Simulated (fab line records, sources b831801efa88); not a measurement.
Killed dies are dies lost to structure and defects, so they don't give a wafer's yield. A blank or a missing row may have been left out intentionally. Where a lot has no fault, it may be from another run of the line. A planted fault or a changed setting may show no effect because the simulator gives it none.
A lot that was struck, set against a sound lot ; flow sky130 ; 15 out of 708 route steps
Sound: these wafers, L256.2, L256.5, L256.6. Struck: wafer L265.3 (L265.1, L265.6, from the same lot, were not struck and are left out); the cause is given at the end.
Order at every step that has rows: each side's tool, ch and its chambers, its first start. Under that, the readings that differ: sound wafers ; struck wafers ; difference of the means ; sigmas: that difference in standard deviations of wafers without a fault.
alike: same words and numbers on both sides, and readings whose means sit less than 2 such deviations apart. not compared: any withheld reading, any reading some wafer has no value for, any bound like >300 that may hide the same value, and any number with overlapping values for which the record gives no deviation.
The two part at a step that has a row with sigmas, a row that says differs or no value, or rows on one side only. Non-overlapping numbers with no deviation appear without sigmas and do not part them. A reading that every wafer of one side lacks parts them only if that side has two wafers or more.

SKY_CONTACT_ETCH_16: etches BARC in N2/H2, stops on SiO2, time 45.9 s, target depth 60 nm.
  sound on rie-diel-01 ch 0,2,3, day 34 00:16; struck on rie-diel-03 ch 3, day 37 05:17
reading;sound;struck;difference;sigmas
throttle-valve-pct (%);13.217 13.220 13.241;13.249;+0.023;+2
  alike: drypump-motor-current-A, oes-product-au
  not compared: rf-hours-counter-h
SKY_CONTACT_ETCH_17: etches SiO2 in C4F8/O2/Ar, stops on Si3N4, target depth 340 nm.
  sound on rie-diel-01 ch 0,2,3, day 34 00:19; struck on rie-diel-03 ch 3, day 37 05:20
  alike: oes-product-au
then, 1 step without rows for these wafers: SKY_CONTACT_ETCH_18 (etches Si3N4 in CHF3/O2, stops on TiN, time 39 s, target depth 75 nm).
SKY_CONTACT_STRIP_19: strips in O2/N2.
  sound on plasma-asher-03 ch 0,1, day 34 00:25; struck on plasma-asher-01 ch 0, day 37 05:25
  alike: drypump-motor-current-A, oes-product-au, strip-time-to-endpoint-s
  not compared: rf-hours-counter-h
then, 5 steps without rows for these wafers: SKY_CONTACT_STRIP_20 (strips in post etch residue remover, time 1200 s); SKY_CONTACT_CLEAN_21 (cleans in IPA, time 180 s); SKY_CONTACT_CLEAN_22 (cleans in O3/DIW); SKY_CONTACT_SPUTTER_23 (material TiN, target thk 20 nm, time 80 s); SKY_CONTACT_CVD_24 (deposits W, target thk 340 nm, time 102.12 s).
SKY_CONTACT_RS_MEAS_25: a four-point-probe measurement.
  sound on film-metro-01, day 34 01:11; struck on film-metro-01, day 37 06:22
reading;sound;struck;difference;sigmas
CONTACT_W_RS (ohm/sq);0.345 0.345 0.346;0.332;-0.013;-4
SKY_CONTACT_THK_MEAS_26: measures by xrf.
  sound on film-metro-01, day 34 01:18; struck on film-metro-01, day 37 06:29
reading;sound;struck;difference;sigmas
CONTACT_W_THK (nm);333 333 330;348;+16;+3
SKY_CONTACT_CMP_27: polishes, stops on SiO2, t overpolish 15 s, target thk 0 nm.
  sound on cmp-02 ch 0,1, day 34 01:24; struck on cmp-02 ch 1, day 37 06:32
  alike: motor-current-A, overpolish-run-s, retaining-ring-pressure-frac, time-to-endpoint-s
SKY_METAL1_SPUTTER_00: material Ti, target thk 15 nm, time 10 s.
  sound on pvd-sputter-03, day 34 01:39; struck on pvd-sputter-03, day 37 06:50
reading;sound;struck;difference;sigmas
model.Ti_of_METAL1_SPUTTER_00.thk-nm (nm);14.76 14.86 14.92;21.35;+6.50;
  alike: throttle-valve-pct
SKY_METAL1_SPUTTER_01: material TiN, target thk 20 nm, time 16.7 s.
  sound on pvd-sputter-03, day 34 01:40; struck on pvd-sputter-03, day 37 06:52
  alike: throttle-valve-pct
after that, 1 step had no rows for these wafers: SKY_PAD_OPEN_PROBE_99.

WHERE THEY PART
First at SKY_CONTACT_ETCH_16; last, within this record, at SKY_CONTACT_THK_MEAS_26. Later steps at which nothing parts them and some readings are alike: SKY_CONTACT_CMP_27, SKY_METAL1_SPUTTER_00, SKY_METAL1_SPUTTER_01.

WHY: what the simulator had put in
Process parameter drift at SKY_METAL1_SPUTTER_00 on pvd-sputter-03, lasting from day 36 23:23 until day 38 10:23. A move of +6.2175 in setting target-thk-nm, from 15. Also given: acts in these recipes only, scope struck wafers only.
